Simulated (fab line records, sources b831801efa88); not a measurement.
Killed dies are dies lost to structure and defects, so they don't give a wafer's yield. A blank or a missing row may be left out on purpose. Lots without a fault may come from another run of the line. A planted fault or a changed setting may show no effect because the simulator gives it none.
A struck lot beside a sound one | flow gf180mcu | 18 steps out of a route of 602
Sound: wafers L897.2, L897.3, L897.6. Struck: wafers L899.1, L899.2, L899.3. The cause comes at the end.
At each step with rows: each side's tool, then ch and its chambers, then its first start. Under that, the readings that differ: sound wafers | struck wafers | difference of the means | sigmas: that difference in standard deviations of wafers without a fault.
alike: readings whose means differ by less than 2 such deviations, and words and numbers that are the same on both sides. not compared: withheld readings, readings that some wafer has no value for, bounds like >300 that may hide the same value, and numbers for which the record gives no deviation and whose values overlap.
The two part at a step that has a row with sigmas, a row that says differs or no value, or rows on one side only. Numbers that don't overlap but have no deviation are shown without sigmas and don't part them. A reading that every wafer of one side lacks parts them only if that side has two wafers or more.

first, 7 steps without rows for these wafers: GF_VT_IMPLANT_DEHYDRATE_33 (time 60 s); GF_VT_IMPLANT_HMDS_34 (prime time 60 s); GF_VT_IMPLANT_COAT_35 (resist thk 1000 nm); GF_VT_IMPLANT_SOFTBAKE_36 (time 60 s); GF_VT_IMPLANT_EXPOSE_37 (exposes mask Nwell HV AREA, target cd 860 nm); GF_VT_IMPLANT_PEB_38; GF_VT_IMPLANT_DEVELOP_39 (develop time 60 s).
GF_VT_IMPLANT_OVL_MEAS_40:
  sound on overlay-02, day 9 03:07; struck on overlay-02, day 9 15:33
  alike: VT_IMPLANT_03_OVL
then, 1 step without rows for these wafers: GF_VT_IMPLANT_IMPLANT_41.
GF_VT_IMPLANT_STRIP_42: strips in O2/N2.
  sound on plasma_asher-03 ch 0,1, day 9 03:17; struck on plasma_asher-03 ch 0,1, day 9 15:44
  alike: drypump_motor_current_A, heater_power_w, oes_product_au, strip_time_to_endpoint_s
  not compared: rf_hours_counter_h
GF_VT_IMPLANT_TW_MEAS_43:
  sound on film_metro-04, day 9 03:24; struck on film_metro-04, day 9 15:50
  alike: VT_IMPLANT_4_TW
then, 1 step without rows for these wafers: GF_VT_IMPLANT_CLEAN_44 (cleans in SC1/SC2, time 150 s).
GF_VT_IMPLANT_RTA_45: time 30 s.
  sound on rtp_anneal-02 ch 0, day 9 03:31; struck on rtp_anneal-02, day 9 15:57
  no value came back on the struck wafers for anneal_temp_c_max, chamber_o2_ppm, lamp_power_pct (%), wafer_temp_C_max; on the sound wafers anneal_temp_c_max reads 1058.1 1055.4 1056.3
GF_VT_IMPLANT_RS_MEAS_46: measures by four-point-probe.
  sound on film_metro-01, day 9 03:37; struck on film_metro-03, day 9 16:03
  reading          | sound             | struck            | difference | sigmas
  MVSD_RS (ohm/sq) | 455.9 455.7 455.6 | 132.8 132.6 132.9 | -323.0     | -99 or more
GF_VT_IMPLANT_RS_MEAS_47: measures by four-point-probe.
  sound on film_metro-01, day 9 03:44; struck on film_metro-03, day 9 16:10
  reading           | sound             | struck            | difference | sigmas
  NWELL_RS (ohm/sq) | 490.8 489.4 488.4 | 132.7 132.7 132.9 | -356.8     | -99 or more
GF_VT_IMPLANT_RS_MEAS_48: measures by four-point-probe.
  sound on film_metro-01, day 9 03:52; struck on film_metro-03, day 9 16:17
  reading             | sound          | struck      | difference | sigmas
  LVPWELL_RS (ohm/sq) | 1204 1203 1201 | 133 133 133 | -1070      | -99 or more
GF_VT_IMPLANT_RS_MEAS_49: measures by four-point-probe.
  sound on film_metro-01, day 9 03:59; struck on film_metro-03, day 9 16:25
  reading           | sound          | struck      | difference | sigmas
  MVPSD_RS (ohm/sq) | 1170 1167 1169 | 132 133 133 | -1036      | -99 or more
then, 1 step without rows for these wafers: GF_VT_IMPLANT_WET_ETCH_50 (etches SiO2 in dHF, target depth 20 nm, time 400 s).

WHERE THEY PART
First at GF_VT_IMPLANT_RTA_45; last, within this record, at GF_VT_IMPLANT_RS_MEAS_49.

WHY: what the simulator had put in
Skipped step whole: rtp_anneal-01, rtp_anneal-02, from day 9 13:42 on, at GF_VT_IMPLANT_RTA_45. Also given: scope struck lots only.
